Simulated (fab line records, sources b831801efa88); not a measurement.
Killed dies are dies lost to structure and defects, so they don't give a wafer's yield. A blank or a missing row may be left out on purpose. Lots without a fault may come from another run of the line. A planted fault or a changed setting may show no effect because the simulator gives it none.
One fault seen from 2 desks | flow gf180mcu | each desk has only its own numbers; what lay behind them comes last

THE TOOL OWNER'S DESK: litho_track-02
The tool's own readings at GF_NSD_DEVELOP_06 (develop time 60 s): means of the sampled wafers that have a number, for each lot that ran on this tool. A lot is out of limits, marked OUT, if its mean lies more than 4 standard deviations from the usual mean; the brackets give that distance.
Columns: A = chill_plate_temp_C at GF_NSD_DEVELOP_06, usual 22.98 C
lot  | first seen here | A
L970 | day 13 15:02    | 22.92
L975 | day 15 10:08    | 22.91
L978 | day 16 08:28    | 23.00
L981 | day 17 13:38    | 23.11
L985 | day 18 22:59    | 22.99
L988 | day 19 21:32    | 22.97
This desk's finding: nothing out of limits on any of the 6 lots.

THE METROLOGY DESK
What the gauges read, lot by lot, whatever tool the lot ran on: means of the sampled wafers that have a number. A lot is out of limits, marked OUT, if its mean lies more than 4 standard deviations from the usual mean; the brackets give that distance.
Columns: A = cd_nm at GF_NSD_CD_MEAS_07, usual 398.9 nm; B = CONTACT_W_RS at GF_CONTACT_RS_MEAS_25, usual 0.383 ohm/sq; C = M1_ALCU_THK at GF_M1_THK_MEAS_06, usual 449 nm
lot  | first seen here | A     | B     | C
L970 | day 13 15:11    | 396.8 | 0.383 | 450
L971 | day 13 21:05    | 398.8 | 0.382 | 456
L973 | day 14 12:32    | 398.5 | 0.383 | 451
L975 | day 15 10:17    | 400.9 | 0.380 | 449
L976 | day 15 14:35    | 402.3 | 0.385 | 445
L977 | day 16 01:50    | 397.3 | 0.381 | 446
L978 | day 16 08:37    | 400.0 | 0.385 | 448
L979 | day 16 18:36    | 396.6 | 0.375 | 443
L980 | day 17 04:42    | 397.4 | 0.382 | 454
L981 | day 17 13:47    | 401.9 | 0.389 | 450
L985 | day 18 23:08    | 406.3 | 0.385 | 445
L987 | day 19 10:52    | 402.2 | 0.385 | 448
L988 | day 19 21:41    | 405.4 | 0.385 | 451
L990 | day 20 12:02    | 398.0 | 0.383 | 450
This desk's finding: nothing out of limits on any of the 14 lots.

PUT TOGETHER
The tool owner's desk saw nothing out of limits.
The metrology desk saw nothing out of limits.

WHAT THE SIMULATOR HAD PUT IN
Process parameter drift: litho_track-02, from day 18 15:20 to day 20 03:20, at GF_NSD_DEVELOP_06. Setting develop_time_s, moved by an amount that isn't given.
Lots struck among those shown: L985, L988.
